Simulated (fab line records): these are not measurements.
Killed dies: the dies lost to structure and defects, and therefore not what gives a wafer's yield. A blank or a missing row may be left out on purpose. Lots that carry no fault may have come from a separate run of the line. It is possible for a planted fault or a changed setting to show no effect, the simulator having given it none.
What tool caused it? / flow sfqLine / at 1 step of a route of 325, 14 lots with 42 wafers sampled

== WHAT THE GAUGES SHOWED, per wafer ==
SFQ_L0V_OVL_MEAS_903.
lot=L181; measured=day 5 06:27; on=overlay-01; L0V_OVL (nm)=-13 3 4
lot=L182; measured=day 5 16:03; on=overlay-02; L0V_OVL (nm)=-11 -10 -5
lot=L183; measured=day 5 21:56; on=overlay-01; L0V_OVL (nm)=1 8 -9
lot=L184; measured=day 6 02:50; on=overlay-01; L0V_OVL (nm)=4 1 1
lot=L185; measured=day 6 06:26; on=overlay-01; L0V_OVL (nm)=-3 6 -2
lot=L186; measured=day 6 10:02; on=overlay-02; L0V_OVL (nm)=-14 -2 -9
lot=L187; measured=day 6 17:17; on=overlay-02; L0V_OVL (nm)=-4 -8 -8
lot=L188; measured=day 7 01:32; on=overlay-01; L0V_OVL (nm)=-9 0 1
lot=L196; measured=day 9 03:23; on=overlay-01; L0V_OVL (nm)=-13 -2 -6
lot=L197; measured=day 9 08:11; on=overlay-02; L0V_OVL (nm)=3 -8 5
lot=L198; measured=day 9 16:35; on=overlay-02; L0V_OVL (nm)=-9 -13 -2
lot=L200; measured=day 10 00:59; on=overlay-01; L0V_OVL (nm)=-12 1 -6
lot=L203; measured=day 10 22:35; on=overlay-01; L0V_OVL (nm)=1 8 4
lot=L204; measured=day 11 05:47; on=overlay-01; L0V_OVL (nm)=-9 -6 -10

== WHICH TOOL RAN EACH LOT (tool, then ch and the chambers of the sampled wafers, then the start) ==
The record holds no process step before these readings.

== AS READ BY THE TOOLS THEMSELVES (means over the sampled wafers that have a number; for cases with no such wafer, the mark the record gives instead) ==
The record holds no such reading with a usual standard deviation.

== THE ANSWER, worked out from the rows above alone ==
Rule: what is usual is taken from the lots themselves. Put in order of their means at a reading, lots are off if they are a third of the lots or fewer, leave a main group of 4 or more, and stand apart from it by a gap of 3 or more times the standard deviation of the main group's means; of several such gaps the widest counts. The tables above print the reading to a certain number of digits; a main group whose means all agree to those digits is not used. A lot without any number at a reading at which 4 lots or more have one is off too. Where the step has rows for the other lots, those lots are counted as sound. First the gauges in route order, then the tools' own readings, where a lot's mean is used as printed above. At the first step where some lot is off, the reading lying furthest off is the one used; lots without a number count as furthest.
No lot is off at any reading shown: from this, nothing can be told.

== WHAT THE SIMULATOR HAD PUT IN ==
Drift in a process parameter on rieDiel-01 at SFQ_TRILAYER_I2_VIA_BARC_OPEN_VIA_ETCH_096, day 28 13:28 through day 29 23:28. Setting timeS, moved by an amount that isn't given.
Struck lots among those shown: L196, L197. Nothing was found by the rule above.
